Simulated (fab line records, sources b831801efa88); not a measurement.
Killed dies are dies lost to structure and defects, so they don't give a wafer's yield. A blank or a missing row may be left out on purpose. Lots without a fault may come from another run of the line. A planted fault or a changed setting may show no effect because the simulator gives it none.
fab line records | flow sky130
record lots=5 wafers=15 last_day=49
route steps=708 shown SD_N@352 SD_P@359 RES_XHIGH@360 SALICIDE@361 LI_CONTACT@362 LOCAL_INTERCONNECT@387
lots that met no fault: from a run of the same line without faults
start_h: hours from the record's first day to the start of the lot's first wafer shown | wait_h: hours since the lot's step before | " the same as in the row above | L1.1+2: a row that stands for several wafers | - no value, or no start given | * or withheld: withheld | < > ~ a bound
route shown NAME@n: a module of which the file shows steps, and the number in the route of the first | usual: mean/standard deviation of fault-free wafers | same: alike in all rows | chamber/n: place in a boat | sites: the reading at each site | _std_site: their standard deviation | _edge_site: outer sites' mean less inner sites' | radius_mm: how far each site lies from the wafer's centre | mask NAME#n: copy n | behind: the tool/chamber that last shaped the wafer | hold: why the lot was held/for how many hours/how that ended | device: the transistor (n, p or np) that didn't switch | end of line: the same wafers' tests at the end of the route | a step without rows: its recipe alone | killed: dies lost to structure and defects at the first sort, not the wafer's yield | map: a wafer's dies, x killed, . not, _ none there
set.NAME: the setting as run; set.NAME@STEP: as run at that earlier step | model.NAME: the simulator's own value behind a step, which no gauge read
lots at some steps of the route; a table a step, a row a wafer
services: from which hour (start_h, from the record's first day; less than 0 if before it) a tool's chamber was out of use, for how many hours, and why
## steps
# step SKY_SD_N_IMPLANT_10
# recipe species=P energy_kev=20 dose_cm2=1e+14 tilt_deg=0
# usual end_station_pressure_torr=5.38e-06/2.8e-07 faraday_current_uA=498/41
# columns lot.wafer tool chamber start_h wait_h end_station_pressure_torr faraday_current_uA
L076.3 implanter-03 0 658.99 0.1 5.13e-06 468
L076.4 " 0 " " 5.02e-06 461
L076.6 " 0 " " 5.68e-06 464
L080.2 implanter-03 0 706.19 0.1 5.33e-06 465
L080.3 " 0 " " 5.89e-06 475
L080.6 " 0 " " 5.05e-06 455
L086.2 implanter-03 0 743.34 0.1 5.18e-06 456
L086.4 " 0 " " 5.75e-06 470
L086.5 " 0 " " 5.46e-06 456
L087.1 implanter-04 0 756.32 0.1 5.02e-06 558
L087.3 " 0 " " 5.29e-06 557
L087.5 " 0 " " 5.43e-06 583
L091.1 implanter-03 0 792.27 0.1 5.42e-06 457
L091.4 " 0 " " 5.36e-06 458
L091.6 " 0 " " 5.05e-06 455
# step SKY_SD_N_STRIP_11
# recipe chemistry=O2/N2 power_w=1400 pressure_mtorr=1500 platen_temp_c=withheld o2_flow_sccm=3000 n2_flow_sccm=300 overash_fraction=0.5
# usual drypump_motor_current_A=5.8/0.48 oes_product_au=0.528/0.0045 strip_time_to_endpoint_s=22.57/0.046
# columns lot.wafer tool chamber start_h wait_h drypump_motor_current_A oes_product_au rf_hours_counter_h strip_time_to_endpoint_s
L076.3 plasma_asher-03 1 659.12 0.1 6.4 0.520 - 22.49
L076.4 " 0 " " 5.4 0.529 - 22.42
L076.6 " 1 " " 6.5 0.528 - 22.46
L080.2 plasma_asher-04 0 706.32 0.1 5.0 0.527 59 22.57
L080.3 " 0 " " 5.0 0.529 - 22.52
L080.6 " 0 " " 5.0 0.532 - 22.57
L086.2 plasma_asher-04 0 743.47 0.1 5.1 0.523 62 22.53
L086.4 " 0 " " 5.1 0.532 - 22.54
L086.5 " 0 " " 5.1 0.523 - 22.52
L087.1 plasma_asher-02 1 756.47 0.1 6.2 0.533 95 22.56
L087.3 " 0 " " 6.1 0.524 - 22.57
L087.5 " 1 " " 6.3 0.522 - 22.56
L091.1 plasma_asher-02 0 792.42 0.1 6.1 0.529 98 22.57
L091.4 " 0 " " 6.1 0.528 - 22.56
L091.6 " 1 " " 6.2 0.527 - 22.62
# step SKY_SD_N_TW_MEAS_12
# usual SD_N_TW=3990/24
# columns lot.wafer tool chamber start_h wait_h SD_N_TW
L076.3 film_metro-01 - 659.21 0.1 3997
L076.4 " - " " 3970
L076.6 " - " " 4012
L080.2 film_metro-04 - 706.43 0.1 3987
L080.3 " - " " 4001
L080.6 " - " " 3987
L086.2 film_metro-04 - 743.58 0.1 3952
L086.4 " - " " 3951
L086.5 " - " " 3958
L087.1 film_metro-02 - 756.57 0.1 3992
L087.3 " - " " 4005
L087.5 " - " " 3979
L091.1 film_metro-02 - 792.52 0.1 3994
L091.4 " - " " 3987
L091.6 " - " " 3962
# step SKY_SD_N_CLEAN_13
# recipe chemistry=SC1/SC2 mix=1:4:20 temp_c=70 time_s=150 dry=n2_spin
# columns lot.wafer tool chamber start_h wait_h
L076.3+4+6 wet_bench-03 2 659.25 0.0
L080.2+3+6 wet_bench-04 2 706.48 0.0
L086.2+4+5 wet_bench-03 0 743.63 0.0
L087.1+3+5 wet_bench-02 3 756.63 0.1
L091.1+4+6 wet_bench-03 0 792.58 0.1
# step SKY_SD_N_RTA_14
# recipe temp_c=1075 time_s=2 idle_temp_c=650 ramp_up_c_per_s=150 ramp_down_c_per_s=90 ambient=N2
# usual anneal_temp_c_max=1080.5/1.6 lamp_power_pct=15.74/0.049 wafer_temp_C_max=1078.1/1.5
# columns lot.wafer tool chamber start_h wait_h anneal_temp_c_max lamp_power_pct wafer_temp_C_max
L076.3 rtp_anneal-02 0 659.32 0.0 1081.8 15.81 1076.9
L076.4 " 0 " " 1081.1 15.80 1077.4
L076.6 " 0 " " 1081.3 15.78 1080.5
L080.2 rtp_anneal-02 0 706.59 0.0 1081.3 15.69 1076.8
L080.3 " 0 " " 1082.4 15.71 1076.1
L080.6 " 0 " " 1080.7 15.73 1077.4
L086.2 rtp_anneal-01 0 743.69 0.0 1078.1 15.75 1079.1
L086.4 " 0 " " 1078.1 15.76 1077.0
L086.5 " 0 " " 1079.8 15.67 1077.7
L087.1 rtp_anneal-01 0 756.68 0.0 1078.8 15.76 1077.6
L087.3 " 0 " " 1078.5 15.69 1078.3
L087.5 " 0 " " 1078.4 15.68 1076.9
L091.1 rtp_anneal-01 0 792.63 0.0 1079.2 15.78 1078.4
L091.4 " 0 " " 1079.5 15.75 1077.5
L091.6 " 0 " " 1080.2 15.74 1078.1
# step SKY_SD_N_RS_MEAS_16
# recipe thk_meas_gauge=four-point-probe
# usual SD_N_RS=68.56/0.13
# columns lot.wafer tool chamber start_h wait_h SD_N_RS[ohm/sq]
L076.3 film_metro-02 - 659.51 0.1 68.47
L076.4 " - " " 68.56
L076.6 " - " " 68.41
L080.2 film_metro-02 - 706.77 0.1 68.71
L080.3 " - " " 68.57
L080.6 " - " " 68.54
L086.2 film_metro-01 - 743.88 0.1 68.50
L086.4 " - " " 68.59
L086.5 " - " " 68.47
L087.1 film_metro-01 - 756.85 0.1 68.58
L087.3 " - " " 68.51
L087.5 " - " " 68.66
L091.1 film_metro-04 - 792.80 0.1 68.34
L091.4 " - " " 68.58
L091.6 " - " " 68.35
# step SKY_SD_N_RS_MEAS_17
# recipe thk_meas_gauge=four-point-probe
# usual SD_P_RS=147.1/0.44
# columns lot.wafer tool chamber start_h wait_h SD_P_RS[ohm/sq]
L076.3 film_metro-02 - 659.63 0.1 147.1
L076.4 " - " " 147.1
L076.6 " - " " 146.9
L080.2 film_metro-02 - 706.89 0.1 147.4
L080.3 " - " " 147.3
L080.6 " - " " 147.1
L086.2 film_metro-01 - 744.00 0.1 147.1
L086.4 " - " " 146.9
L086.5 " - " " 146.4
L087.1 film_metro-01 - 756.97 0.1 146.7
L087.3 " - " " 147.2
L087.5 " - " " 147.3
L091.1 film_metro-04 - 792.92 0.1 146.5
L091.4 " - " " 146.2
L091.6 " - " " 146.4
# step SKY_SD_N_RS_MEAS_18
# recipe thk_meas_gauge=four-point-probe
# usual RES_XHIGH_RS=333.5/1.1
# columns lot.wafer tool chamber start_h wait_h RES_XHIGH_RS[ohm/sq]
L076.3 film_metro-02 - 659.75 0.1 333.5
L076.4 " - " " 335.6
L076.6 " - " " 334.7
L080.2 film_metro-02 - 707.01 0.1 334.3
L080.3 " - " " 334.2
L080.6 " - " " 334.6
L086.2 film_metro-01 - 744.12 0.1 331.5
L086.4 " - " " 333.2
L086.5 " - " " 332.4
L087.1 film_metro-01 - 757.09 0.1 333.9
L087.3 " - " " 332.8
L087.5 " - " " 332.7
L091.1 film_metro-04 - 793.04 0.1 331.1
L091.4 " - " " 331.7
L091.6 " - " " 332.2
# step SKY_SALICIDE_CLEAN_00
# recipe chemistry=HF-last time_s=30 dilution=100:1 dry=ipa_marangoni
# columns lot.wafer tool chamber start_h wait_h
L076.3+4+6 wet_bench-03 0 659.83 0.1
L080.2+3+6 wet_bench-04 3 707.11 0.1
L086.2+4+5 wet_bench-03 3 744.22 0.1
L087.1+3+5 wet_bench-03 1 757.21 0.1
L091.1+4+6 wet_bench-03 3 793.24 0.2
# step SKY_LI_CONTACT_HDPCVD_00
# recipe material=PSG target_thk_nm=930 sigma_open_frac=0.3 time_s=155 temp_c=600 sih4_flow_sccm=60.85 pressure_mtorr=6
# usual pressure_mtorr=5.998/0.012
# columns lot.wafer tool chamber start_h wait_h pressure_mtorr
L076.3 hdpcvd-02 2 659.85 0.0 5.987
L076.4 " 2 " " 5.987
L076.6 " 1 " " 5.977
L080.2 hdpcvd-02 2 707.15 0.0 5.984
L080.3 " 0 " " 6.006
L080.6 " 2 " " 5.998
L086.2 hdpcvd-01 1 744.24 0.0 6.007
L086.4 " 1 " " 6.005
L086.5 " 0 " " 5.985
L087.1 hdpcvd-01 1 757.23 0.0 6.005
L087.3 " 2 " " 6.004
L087.5 " 2 " " 6.002
L091.1 hdpcvd-02 0 793.26 0.0 6.020
L091.4 " 2 " " 5.990
L091.6 " 1 " " 6.002
# step SKY_LI_CONTACT_THK_MEAS_01
# recipe reads=PSG_of_LI_CONTACT_HDPCVD_00
# usual LI_CONTACT_HDPCVD_THK=943/8.9
# columns lot.wafer tool chamber start_h wait_h LI_CONTACT_HDPCVD_THK[nm]
L076.3 film_metro-01 - 659.97 0.1 961
L076.4 " - " " 962
L076.6 " - " " 969
L080.2 film_metro-04 - 707.26 0.1 947
L080.3 " - " " 957
L080.6 " - " " 951
L086.2 film_metro-04 - 744.35 0.1 928
L086.4 " - " " 939
L086.5 " - " " 935
L087.1 film_metro-04 - 757.33 0.1 931
L087.3 " - " " 936
L087.5 " - " " 929
L091.1 film_metro-01 - 793.36 0.1 956
L091.4 " - " " 944
L091.6 " - " " 946
# step SKY_LI_CONTACT_CMP_02
# recipe material=PSG down_force_psi=4 platen_rpm=60 pad_velocity_m_s=0.94248
# usual edge_zone_pressure_frac=0.999/0.0052 motor_current_A=12.9/1 time_to_endpoint_s=33.8/2.2
# columns lot.wafer tool chamber start_h wait_h edge_zone_pressure_frac motor_current_A time_to_endpoint_s
L076.4 cmp-02 0 660.01 0.0 1.000 13.0 34.9
L076.3 " 3 " " 0.995 13.4 36.4
L076.6 " 1 " " 1.002 11.2 35.7
L080.2 cmp-02 1 707.41 0.1 1.002 11.7 32.6
L080.3 " 2 " " 0.998 11.5 32.6
L080.6 " 3 " " 0.999 13.7 35.0
L086.4 cmp-02 0 744.59 0.2 1.002 13.0 33.9
L086.2 " 1 " " 1.002 11.3 34.3
L086.5 " 0 " " 1.003 13.6 32.9
L087.3 cmp-02 3 757.44 0.1 1.004 13.9 34.4
L087.1 " 0 " " 1.004 12.1 32.8
L087.5 " 3 " " 0.996 13.0 34.3
L091.4 cmp-01 3 793.47 0.1 0.991 12.7 34.5
L091.1 " 1 " " 1.000 13.0 33.4
L091.6 " 3 " " 1.000 13.5 33.7
# step SKY_LI_CONTACT_BOW_MEAS_03
# recipe mode=bow
# usual LI_CONTACT_BOW=55/7.2
# columns lot.wafer tool chamber start_h wait_h LI_CONTACT_BOW[um]
L076.3 film_metro-02 - 660.35 0.1 47
L076.4 " - " " 61
L076.6 " - " " 45
L080.2 film_metro-01 - 707.63 0.2 62
L080.3 " - " " 56
L080.6 " - " " 55
L086.2 film_metro-04 - 744.86 0.2 62
L086.4 " - " " 72
L086.5 " - " " 56
L087.1 film_metro-04 - 757.69 0.1 62
L087.3 " - " " 57
L087.5 " - " " 48
L091.1 film_metro-04 - 793.72 0.1 45
L091.4 " - " " 54
L091.6 " - " " 64
# step SKY_LI_CONTACT_DEHYDRATE_04
# recipe temp_c=200 time_s=60
# columns lot.wafer tool chamber start_h wait_h
L076.3+4+6 litho_track-02 0 674.16 13.8
L080.2+3+6 litho_track-03 0 721.11 13.5
L086.2+4+5 litho_track-02 0 757.84 13.0
L087.1+3+5 litho_track-03 0 770.38 12.7
L091.1+4+6 litho_track-01 0 806.18 12.4
# step SKY_LI_CONTACT_HMDS_05
# recipe prime_time_s=60 prime_temp_c=120
# columns lot.wafer tool chamber start_h wait_h
L076.3+4+6 litho_track-02 0 674.31 0.1
L080.2+3+6 litho_track-03 0 721.26 0.1
L086.2+4+5 litho_track-02 0 757.99 0.1
L087.1+3+5 litho_track-03 0 770.53 0.1
L091.1+4+6 litho_track-01 0 806.33 0.1
# step SKY_LI_CONTACT_COAT_06
# recipe resist=BARC temp_c=withheld time_s=withheld spin_rpm=3000 resist_thk_nm=60
# columns lot.wafer tool chamber start_h wait_h
L076.3+4+6 litho_track-02 0 674.46 0.1
L080.2+3+6 litho_track-03 0 721.41 0.1
L086.2+4+5 litho_track-02 0 758.14 0.1
L087.1+3+5 litho_track-03 0 770.68 0.1
L091.1+4+6 litho_track-01 0 806.48 0.1
# step SKY_LI_CONTACT_COAT_07
# recipe resist=KrF-thick spin_rpm=3000 resist_thk_nm=450
# columns lot.wafer tool chamber start_h wait_h
L076.3+4+6 litho_track-02 0 - -
L080.2+3+6 litho_track-03 0 - -
L086.2+4+5 litho_track-02 0 - -
L087.1+3+5 litho_track-03 0 - -
L091.1+4+6 litho_track-01 0 - -
# step SKY_LI_CONTACT_SOFTBAKE_08
# recipe temp_c=100 time_s=90 resist=KrF-thick
# columns lot.wafer tool chamber start_h wait_h
L076.3+4+6 litho_track-02 0 - -
L080.2+3+6 litho_track-03 0 - -
L086.2+4+5 litho_track-02 0 - -
L087.1+3+5 litho_track-03 0 - -
L091.1+4+6 litho_track-01 0 - -
# step SKY_LI_CONTACT_EXPOSE_09
# recipe mask_id=LICM1 na=0.8 source_shape=annular sigma_inner=0.55 sigma_outer=0.85 target_cd_nm=170 dose_mj=38
# usual exposure_dose_mJ_cm2=37.93/0.041
# columns lot.wafer tool chamber start_h wait_h mask exposure_dose_mJ_cm2
L076.3 krf_scanner-01 0 - - LICM1#0 37.96
L076.4 " 0 " " LICM1#0 37.96
L076.6 " 0 " " LICM1#0 37.97
L080.2 krf_scanner-02 0 - - LICM1#0 37.88
L080.3 " 0 " " LICM1#0 37.89
L080.6 " 0 " " LICM1#0 37.91
L086.2 krf_scanner-02 0 - - LICM1#0 37.94
L086.4 " 0 " " LICM1#0 37.92
L086.5 " 0 " " LICM1#0 37.91
L087.1 krf_scanner-02 0 - - LICM1#0 37.86
L087.3 " 0 " " LICM1#0 37.88
L087.5 " 0 " " LICM1#0 37.89
L091.1 krf_scanner-01 0 - - LICM1#0 37.94
L091.4 " 0 " " LICM1#0 37.98
L091.6 " 0 " " LICM1#0 38.00
# step SKY_LI_CONTACT_PEB_10
# recipe peb_temp_c=withheld peb_time_s=withheld resist=KrF-thick
# columns lot.wafer tool chamber start_h wait_h
L076.3+4+6 litho_track-01 0 - -
L080.2+3+6 litho_track-02 0 - -
L086.2+4+5 litho_track-03 0 - -
L087.1+3+5 litho_track-02 0 - -
L091.1+4+6 litho_track-02 0 - -
# step SKY_LI_CONTACT_DEVELOP_11
# recipe develop_time_s=60 resist=KrF-thick dev_temp_c=21
# columns lot.wafer tool chamber start_h wait_h
L076.3+4+6 litho_track-01 0 - -
L080.2+3+6 litho_track-02 0 - -
L086.2+4+5 litho_track-03 0 - -
L087.1+3+5 litho_track-02 0 - -
L091.1+4+6 litho_track-02 0 - -
# step SKY_LI_CONTACT_CD_MEAS_12
# recipe target_cd_nm=170
# usual cd_nm=170.0/1.5
# columns lot.wafer tool chamber start_h wait_h cd_nm
L076.3 cd_sem-01 - 688.82 - 169.8
L076.4 " - " " 169.9
L076.6 " - " " 170.0
L080.2 cd_sem-01 - 735.98 - 170.8
L080.3 " - " " 170.7
L080.6 " - " " 171.3
L086.2 cd_sem-02 - 771.55 - 169.1
L086.4 " - " " 170.8
L086.5 " - " " 169.2
L087.1 cd_sem-02 - 785.41 - 169.1
L087.3 " - " " 169.0
L087.5 " - " " 168.5
L091.1 cd_sem-02 - 820.16 - 169.6
L091.4 " - " " 168.8
L091.6 " - " " 168.7
# step SKY_LI_CONTACT_OVL_MEAS_13
# usual LI_CONTACT_OVL=4/5.9
# columns lot.wafer tool chamber start_h wait_h LI_CONTACT_OVL[nm]
L076.3 overlay-01 - 688.91 0.1 -3
L076.4 " - " " 10
L076.6 " - " " 4
L080.2 overlay-02 - 736.09 0.1 0
L080.3 " - " " 5
L080.6 " - " " 0
L086.2 overlay-01 - 771.66 0.1 4
L086.4 " - " " 10
L086.5 " - " " 6
L087.1 overlay-02 - 785.53 0.1 4
L087.3 " - " " 6
L087.5 " - " " 10
L091.1 overlay-02 - 820.28 0.1 -13
L091.4 " - " " 2
L091.6 " - " " -2
# step SKY_LI_CONTACT_ETCH_14
# recipe chemistry=N2/H2 target=BARC ion_energy_ev=200 source_w=500 bias_w=100 pressure_mtorr=30 n2_flow_sccm=100 h2_flow_sccm=200 stop_on=SiO2 time_s=45.9 target_depth_a=600
# usual drypump_motor_current_A=5.6/0.35 oes_product_au=0.854/0.0048 rf_fwd_power_W=494.4/2.1 throttle_valve_pct=13.226/0.0095
# columns lot.wafer tool chamber start_h wait_h drypump_motor_current_A oes_product_au rf_fwd_power_W rf_hours_counter_h throttle_valve_pct
L076.3 rie_diel-03 3 688.93 0.0 5.2 0.856 495.4 4 13.220
L076.4 " 2 " " 5.5 0.862 495.8 10 13.215
L076.6 " 0 " " 5.6 0.853 494.4 - 13.233
L080.2 rie_diel-04 3 736.12 0.0 4.7 0.855 497.7 29 13.233
L080.3 " 0 " " 5.7 0.855 493.7 5 13.213
L080.6 " 2 " " 5.6 0.858 492.2 - 13.226
L086.2 rie_diel-04 0 771.69 0.0 5.7 0.854 497.7 5 13.214
L086.4 " 1 " " 5.7 0.852 495.8 7 13.218
L086.5 " 0 " " 5.7 0.856 496.7 - 13.244
L087.1 rie_diel-04 0 785.57 0.0 5.7 0.862 495.5 6 13.228
L087.3 " 1 " " 5.7 0.854 494.2 8 13.228
L087.5 " 0 " " 5.7 0.854 497.5 - 13.226
L091.1 rie_diel-03 3 820.32 0.0 5.2 0.853 493.4 8 13.219
L091.4 " 0 " " 5.6 0.848 495.0 15 13.220
L091.6 " 3 " " 5.2 0.855 495.2 - 13.229
# step SKY_LI_CONTACT_ETCH_15
# recipe target=PSG chemistry=C4F8/O2/Ar stop_on=Si taper_deg=4.15 mask_material=KrF-thick source_w=1500 bias_w=1200 pressure_mtorr=40 c4f8_flow_sccm=withheld O2_flow_sccm=6 Ar_flow_sccm=300 time_s=withheld target_depth_a=6000
# usual oes_product_au=0.837/0.0046 rf_fwd_power_W=1492/5
# columns lot.wafer tool chamber start_h wait_h oes_product_au rf_fwd_power_W
L076.3 rie_diel-03 3 688.98 0.0 0.830 1503
L076.4 " 2 " " 0.845 1492
L076.6 " 0 " " 0.844 1486
L080.2 rie_diel-04 3 736.16 0.0 0.844 1493
L080.3 " 0 " " 0.829 1491
L080.6 " 2 " " 0.843 1488
L086.2 rie_diel-04 0 771.73 0.0 0.836 1489
L086.4 " 1 " " 0.836 1492
L086.5 " 0 " " 0.841 1488
L087.1 rie_diel-04 0 785.61 0.0 0.835 1495
L087.3 " 1 " " 0.837 1488
L087.5 " 0 " " 0.835 1500
L091.1 rie_diel-03 3 820.36 0.0 0.830 1492
L091.4 " 0 " " 0.827 1492
L091.6 " 3 " " 0.836 1490
# step SKY_LI_CONTACT_STRIP_16
# recipe chemistry=O2/N2 power_w=1400 pressure_mtorr=1500 platen_temp_c=withheld o2_flow_sccm=3000 n2_flow_sccm=300 overash_fraction=0.5
# usual drypump_motor_current_A=5.8/0.46 oes_product_au=0.376/0.0054 strip_time_to_endpoint_s=3.499/0.026
# columns lot.wafer tool chamber start_h wait_h drypump_motor_current_A oes_product_au rf_hours_counter_h strip_time_to_endpoint_s
L076.3 plasma_asher-03 0 689.09 - 5.4 0.387 - 3.510
L076.4 " 1 " " 6.4 0.384 - 3.490
L076.6 " 0 " " 5.5 0.372 - 3.512
L080.2 plasma_asher-01 0 736.25 - 6.2 0.378 30 3.473
L080.3 " 1 " " 5.6 0.377 - 3.504
L080.6 " 0 " " 6.2 0.380 - 3.532
L086.2 plasma_asher-03 1 771.82 - 6.4 0.375 3 3.507
L086.4 " 0 " " 5.4 0.379 - 3.509
L086.5 " 0 " " 5.4 0.378 - 3.520
L087.1 plasma_asher-04 0 785.70 - 5.1 0.382 66 3.525
L087.3 " 0 " " 5.1 0.380 - 3.550
L087.5 " 1 " " 5.6 0.369 - 3.510
L091.1 plasma_asher-04 1 820.45 - 5.6 0.379 70 3.456
L091.4 " 0 " " 5.1 0.376 - 3.489
L091.6 " 0 " " 5.1 0.374 - 3.516
# step SKY_LI_CONTACT_CLEAN_17
# recipe chemistry=NMP time_s=600 temp_c=60 dry=n2_spin
# columns lot.wafer tool chamber start_h wait_h
L076.3+4+6 wet_bench-01 3 689.16 0.0
L080.2+3+6 wet_bench-02 3 736.35 0.1
L086.2+4+5 wet_bench-01 0 771.92 0.1
L087.1+3+5 wet_bench-03 2 785.80 0.1
L091.1+4+6 wet_bench-02 1 820.55 0.1
# step SKY_LI_CONTACT_PRE_CLEAN_18
# recipe gas=Ar time_s=5.6 bias_v=358
# columns lot.wafer tool chamber start_h wait_h
L076.3+4+6 pvd_sputter-03 - 689.34 0.0
L080.2+3+6 pvd_sputter-02 - 736.52 0.0
L086.2+4+5 pvd_sputter-03 - 772.09 0.0
L087.1+3+5 pvd_sputter-01 - 785.97 0.0
L091.1+4+6 pvd_sputter-03 - 820.74 0.0
# step SKY_LI_CONTACT_SPUTTER_19
# recipe material=Ti target_thk_nm=20 chamber_pressure_pa=5 power_w=2500 substrate_temp_c=200 time_s=106.37
# usual throttle_valve_pct=30.7/1.2
# columns lot.wafer tool chamber start_h wait_h throttle_valve_pct
L076.3 pvd_sputter-03 - 689.36 0.0 29.6
L076.4 " - " " 31.0
L076.6 " - " " 32.9
L080.2 pvd_sputter-02 - 736.54 0.0 29.9
L080.3 " - " " 31.1
L080.6 " - " " 31.7
L086.2 pvd_sputter-03 - 772.11 0.0 29.5
L086.4 " - " " 31.1
L086.5 " - " " 31.3
L087.1 pvd_sputter-01 - 785.99 0.0 30.1
L087.3 " - " " 30.3
L087.5 " - " " 29.8
L091.1 pvd_sputter-03 - 820.76 0.0 30.9
L091.4 " - " " 32.9
L091.6 " - " " 29.3
# step SKY_LI_CONTACT_SPUTTER_20
# recipe material=TiN target_thk_nm=20 chamber_pressure_pa=5 power_w=4000 time_s=80
# usual throttle_valve_pct=30.7/1.2
# columns lot.wafer tool chamber start_h wait_h throttle_valve_pct
L076.3 pvd_sputter-03 - 689.43 0.0 30.1
L076.4 " - " " 30.7
L076.6 " - " " 32.8
L080.2 pvd_sputter-02 - 736.62 0.0 30.1
L080.3 " - " " 31.1
L080.6 " - " " 31.4
L086.2 pvd_sputter-03 - 772.19 0.0 29.7
L086.4 " - " " 30.5
L086.5 " - " " 31.0
L087.1 pvd_sputter-01 - 786.07 0.0 30.4
L087.3 " - " " 30.2
L087.5 " - " " 30.0
L091.1 pvd_sputter-03 - 820.83 0.0 30.9
L091.4 " - " " 32.9
L091.6 " - " " 29.4
# step SKY_LI_CONTACT_CVD_21
# recipe material=W target_thk_nm=400 time_s=120.56 temp_c=400 pressure_torr=40
# usual chamber_pressure_Torr=39.99/0.09 heater_power_w=859/87
# columns lot.wafer tool chamber start_h wait_h chamber_pressure_Torr heater_power_w
L076.3 cvd_w-01 1 689.53 0.1 40.09 868
L076.4 " 0 " " 40.00 730
L076.6 " 0 " " 40.03 728
L080.2 cvd_w-01 0 736.68 0.0 39.76 738
L080.3 " 1 " " 39.95 864
L080.6 " 0 " " 39.81 719
L086.2 cvd_w-02 0 772.25 0.0 40.12 927
L086.4 " 0 " " 40.00 904
L086.5 " 0 " " 40.03 932
L087.1 cvd_w-02 0 786.13 0.0 40.23 912
L087.3 " 1 " " 39.93 957
L087.5 " 0 " " 40.04 908
L091.1 cvd_w-01 1 820.89 0.0 39.97 869
L091.4 " 0 " " 39.98 741
L091.6 " 0 " " 40.04 707
# step SKY_LI_CONTACT_RS_MEAS_22
# recipe thk_meas_gauge=four-point-probe reads=W_of_LI_CONTACT_CVD_21+TiN_of_LI_CONTACT_SPUTTER_20+Ti_of_LI_CONTACT_SPUTTER_19
# usual LI_CONTACT_W_RS=0.286/0.003
# columns lot.wafer tool chamber start_h wait_h LI_CONTACT_W_RS[ohm/sq]
L076.3 film_metro-04 - 689.66 0.1 0.284
L076.4 " - " " 0.286
L076.6 " - " " 0.284
L080.2 film_metro-04 - 736.82 0.1 0.290
L080.3 " - " " 0.285
L080.6 " - " " 0.287
L086.2 film_metro-04 - 772.39 0.1 0.283
L086.4 " - " " 0.282
L086.5 " - " " 0.282
L087.1 film_metro-01 - 786.25 0.1 0.283
L087.3 " - " " 0.282
L087.5 " - " " 0.283
L091.1 film_metro-01 - 821.02 0.1 0.288
L091.4 " - " " 0.287
L091.6 " - " " 0.289
# step SKY_LI_CONTACT_THK_MEAS_23
# recipe thk_meas_gauge=xrf reads=W_of_LI_CONTACT_CVD_21
# usual LI_CONTACT_W_THK=406/5
# columns lot.wafer tool chamber start_h wait_h LI_CONTACT_W_THK[nm]
L076.3 film_metro-04 - 689.76 0.1 405
L076.4 " - " " 402
L076.6 " - " " 402
L080.2 film_metro-04 - 736.93 0.1 400
L080.3 " - " " 404
L080.6 " - " " 404
L086.2 film_metro-04 - 772.50 0.1 407
L086.4 " - " " 409
L086.5 " - " " 408
L087.1 film_metro-01 - 786.37 0.1 410
L087.3 " - " " 412
L087.5 " - " " 407
L091.1 film_metro-01 - 821.14 0.1 404
L091.4 " - " " 408
L091.6 " - " " 406
# step SKY_LI_CONTACT_CMP_24
# recipe stop_on=PSG t_overpolish_s=20 down_force_psi=3.5 platen_rpm=60 target_thk_nm=0 pad_velocity_m_s=0.94248
# usual edge_zone_pressure_frac=1.000/0.0047 motor_current_A=11.9/0.93 overpolish_run_s=20.000/0.0092 time_to_endpoint_s=96/4.1
# same t_overpolish_s=20
# columns lot.wafer tool chamber start_h wait_h edge_zone_pressure_frac motor_current_A overpolish_run_s time_to_endpoint_s
L076.4 cmp-02 2 689.80 0.0 0.996 11.8 20.009 98
L076.3 " 0 " " 0.998 12.6 20.006 99
L076.6 " 3 " " 1.000 12.5 19.980 101
L080.2 cmp-01 2 736.98 0.0 1.001 11.8 20.000 93
L080.3 " 0 " " 1.001 13.9 20.012 95
L080.6 " 2 " " 0.995 12.7 20.007 92
L086.2 cmp-02 1 772.65 0.1 0.999 10.2 19.994 97
L086.4 " 2 " " 0.987 10.9 20.000 97
L086.5 " 3 " " 0.994 12.3 20.001 100
L087.3 cmp-02 3 786.43 0.0 0.994 11.7 20.003 102
L087.1 " 1 " " 1.002 10.5 19.994 101
L087.5 " 0 " " 1.003 11.5 20.005 99
L091.4 cmp-02 2 821.20 0.0 0.994 11.5 19.999 96
L091.1 " 1 " " 1.001 10.8 20.008 92
L091.6 " 3 " " 1.001 12.1 20.000 98
# step SKY_LOCAL_INTERCONNECT_SPUTTER_00
# recipe material=TiN target_thk_nm=100 temp_c=300 power_w=6746 time_s=83.3 chamber_pressure_pa=0.4
# usual throttle_valve_pct=30.4/1.1
# columns lot.wafer tool chamber start_h wait_h throttle_valve_pct
L076.3 pvd_sputter-02 - 690.10 0.1 31.5
L076.4 " - " " 28.1
L076.6 " - " " 32.0
L080.2 pvd_sputter-02 - 737.28 0.2 31.7
L080.3 " - " " 29.9
L080.6 " - " " 31.2
L086.2 pvd_sputter-03 - 772.85 0.1 33.0
L086.4 " - " " 29.5
L086.5 " - " " 29.6
L087.1 pvd_sputter-04 - 786.73 0.1 29.3
L087.3 " - " " 29.5
L087.5 " - " " 30.6
L091.1 pvd_sputter-04 - 821.50 0.1 30.4
L091.4 " - " " 31.3
L091.6 " - " " 30.9
# step SKY_LOCAL_INTERCONNECT_RS_MEAS_01
# recipe thk_meas_gauge=four-point-probe reads=TiN_of_LOCAL_INTERCONNECT_SPUTTER_00
# usual LOCAL_INTERCONNECT_TIN_RS=13.58/0.14
# columns lot.wafer tool chamber start_h wait_h LOCAL_INTERCONNECT_TIN_RS[ohm/sq]
L076.3 film_metro-02 - 690.20 0.1 13.40
L076.4 " - " " 13.31
L076.6 " - " " 13.49
L080.2 film_metro-01 - 737.37 0.1 13.65
L080.3 " - " " 13.79
L080.6 " - " " 13.68
L086.2 film_metro-02 - 772.94 0.1 13.56
L086.4 " - " " 13.59
L086.5 " - " " 13.63
L087.1 film_metro-03 - 786.80 0.0 13.54
L087.3 " - " " 13.43
L087.5 " - " " 13.62
L091.1 film_metro-03 - 821.56 0.0 13.41
L091.4 " - " " 13.55
L091.6 " - " " 13.53
## services
# columns tool chamber start_h hours kind
rie_diel-03 2 639.25 3.5 repair
cvd_w-01 - 642.87 14.6 pm
krf_scanner-02 - 644.54 0.6 repair
pvd_sputter-03 - 645.34 41.6 repair
krf_scanner-02 - 648.61 1.0 pm
hdpcvd-02 0 653.71 2.9 repair
plasma_asher-04 - 655.07 10.0 repair
krf_scanner-02 - 657.30 0.8 repair
rie_diel-03 1 660.22 2.8 repair
rie_diel-04 - 674.79 14.6 pm
rie_diel-04 - 689.39 2.8 pm
cmp-02 - 692.23 0.9 repair
rie_diel-03 1 696.72 5.3 repair
hdpcvd-02 - 703.06 0.7 repair
hdpcvd-02 0 713.26 26.3 repair
implanter-03 - 713.86 12.0 pm
pvd_sputter-03 - 732.01 3.8 repair
plasma_asher-04 - 733.73 3.3 repair
plasma_asher-03 - 733.75 9.0 pm
krf_scanner-02 - 734.45 1.3 pm
rie_diel-03 1 775.16 11.0 repair
pvd_sputter-03 - 780.42 9.9 repair
rie_diel-03 2 805.79 12.2 repair
plasma_asher-04 - 820.76 11.2 pm
## key
fault none
